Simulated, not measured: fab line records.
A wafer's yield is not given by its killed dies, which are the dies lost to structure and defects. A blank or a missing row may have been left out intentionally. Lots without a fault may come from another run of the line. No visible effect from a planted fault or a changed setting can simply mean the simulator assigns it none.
2 desks, one fault || flow sfq-line || numbers are kept per desk, each desk with only its own; the story behind them comes last

## FOR THE TOOL OWNER'S DESK: cmp-02
The tool's own readings at SFQ_TRILAYER_I4_CMP_CMP_100 (polishes SiO2): means of the sampled wafers that have a number, for each lot that ran on this tool. If a lot's mean is further than 4 standard deviations from the usual mean, the lot is out of limits and carries the mark OUT (the distance appears in the brackets).
Columns: A = motor-current-A at SFQ_TRILAYER_I4_CMP_CMP_100, usual 10.7 A; B = time-to-endpoint-s at SFQ_TRILAYER_I4_CMP_CMP_100, usual 217 s
{"lot": "L658", "first seen here": "day 40 01:25", "A": 10.6, "B": 220}
{"lot": "L663", "first seen here": "day 43 07:47", "A": 10.5, "B": 224}
{"lot": "L664", "first seen here": "day 45 12:19", "A": 10.5, "B": 212}
{"lot": "L665", "first seen here": "day 45 21:49", "A": 10.3, "B": 212}
{"lot": "L666", "first seen here": "day 46 08:38", "A": 10.1, "B": 210}
{"lot": "L667", "first seen here": "day 46 22:38", "A": 10.7, "B": 215}
{"lot": "L668", "first seen here": "day 47 04:38", "A": 10.8, "B": 219}
{"lot": "L671", "first seen here": "day 47 19:08", "A": 10.5, "B": 219}
{"lot": "L679", "first seen here": "day 50 23:26", "A": 10.8, "B": 241}
This desk's verdict: no lot among the 9 shows anything out of limits.

## METROLOGY DESK
Means of the sampled wafers that have a number, per lot and without regard to the tool the lot ran on: this is what the gauges read. If a lot's mean is further than 4 standard deviations from the usual mean, the lot is out of limits and carries the mark OUT (the distance appears in the brackets).
Columns: A = I4_BOW at SFQ_I4_BOW_MEAS_927, usual 3 um; B = J5_OVL at SFQ_JJ_OVL_MEAS_931, usual 1 nm
{"lot": "L658", "first seen here": "day 40 04:26", "A": 1, "B": -0}
{"lot": "L659", "first seen here": "day 41 02:38", "A": 6, "B": 0}
{"lot": "L661", "first seen here": "day 41 15:59", "A": -2, "B": 0}
{"lot": "L663", "first seen here": "day 43 09:47", "A": -0, "B": 3}
{"lot": "L664", "first seen here": "day 45 15:19", "A": 8, "B": -3}
{"lot": "L665", "first seen here": "day 46 00:19", "A": -7, "B": 0}
{"lot": "L666", "first seen here": "day 46 11:38", "A": -6, "B": 8}
{"lot": "L667", "first seen here": "day 47 00:42", "A": 4, "B": 2}
{"lot": "L668", "first seen here": "day 47 06:38", "A": 2, "B": -8}
{"lot": "L669", "first seen here": "day 47 09:47", "A": 7, "B": 1}
{"lot": "L670", "first seen here": "day 47 15:46", "A": 2, "B": -13}
{"lot": "L671", "first seen here": "day 47 21:38", "A": 6, "B": 1}
{"lot": "L679", "first seen here": "day 51 01:59", "A": -5, "B": -0}
This desk's verdict: no lot among the 13 shows anything out of limits.

## ALL TOGETHER
The desk of the tool owner found nothing out of limits.
Metrology desk: nothing out of limits seen.

## WHAT THE SIMULATOR PUT IN
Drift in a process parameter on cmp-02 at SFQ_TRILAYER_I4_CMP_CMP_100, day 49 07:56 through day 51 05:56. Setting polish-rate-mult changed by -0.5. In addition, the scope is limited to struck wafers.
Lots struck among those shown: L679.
